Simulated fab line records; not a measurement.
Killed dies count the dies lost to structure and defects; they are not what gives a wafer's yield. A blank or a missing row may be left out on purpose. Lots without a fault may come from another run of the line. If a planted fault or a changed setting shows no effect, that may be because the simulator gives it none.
Problem report in the 8D (eight disciplines) form, filled by code | flow gf180mcu | the parts of the form that need people (team, actions taken, sign-off) are left out

== 1. THE ISSUE ==
GF_STI_WET_ETCH_20, temp c: mean 24.48 C on 2 wafers (1 lot); fault-free wafers 25.00 C, standard deviation 0.12. That puts it -4.3 standard deviations away from the usual mean.
The step: etches SiO2 in dHF, target depth 20 nm, time 400 s.
First seen on wafer L841.5, day 5 18:05, on wet bench-03. The record holds 38 wafers of 13 lots with a number at this step. Rule for "out" (also "out of limits"): further than 4 standard deviations from the usual mean. The rest of the wafers with a number are treated as sound.

== 2. WHAT IT IS, WHAT IT ISN'T ==
question                    | is                     | is not
which readings at this step | temp c                 | -
which lots                  | L841                   | L825, L826, L827, L828, L829, L830, L832, L833, L836, L844, L845, L847
which wafers of those lots  | all that have a number | -
read on which tools         | wet bench-03           | wet bench-02, wet bench-04
when                        | from day 5 18:05       | up to then (27 sound wafers); but 9 sound wafers of L844, L845, L847 came after

== 3. WHAT RULES OUT EACH SUSPECT ==
Counting: a tool at any process step up to the reading remains a suspect when it ran all the lots that are out and ran no sound lot after the first of those.
- wet bench-03 at GF_STI_WET_ETCH_20 (etches SiO2 in dHF, target depth 20 nm, time 400 s): kept. It ran the lot that is out, L841 (day 5 18:05), and no sound lot after that; its last sound lot up to then is L836 (day 4 15:25). Its own readings are out on those wafers: temp c.
After counting, what remains is wet bench-03 at GF_STI_WET_ETCH_20.

== 4. THE CAUSE (what the simulator had put in) ==
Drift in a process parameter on wet bench-03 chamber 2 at GF_STI_WET_ETCH_20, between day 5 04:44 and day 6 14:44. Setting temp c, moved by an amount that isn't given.
The count eliminated every tool but this one.

== 5. THE EFFECT CHAIN, in route order ==
Each row: a reading where the mean over the struck wafers with a number is more than 3 standard deviations away from the usual. Only readings for which the record gives a usual standard deviation are gone through. hours: the time from each lot's start at the first step in this table that gives one to its start at this step, as a median over the lots. sigmas: the change in usual standard deviations.
hours | step               | reading | usual   | on struck wafers | change | sigmas
0     | GF_STI_WET_ETCH_20 | temp c  | 25.00 C | 24.48            | -0.52  | -4.3
Process steps it contains:
- GF_STI_WET_ETCH_20: etches SiO2 in dHF, target depth 20 nm, time 400 s.
Later measuring or inspecting steps at which every struck wafer that the step has a row for has a number for every such reading, and none has moved that far: GF_VT_IMPLANT_OVL_MEAS_40.

== 6. WHAT WOULD HAVE CAUGHT IT SOONER ==
First out-of-limits reading in this record: day 5 18:05, which is 13 hours after fault onset at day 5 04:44.
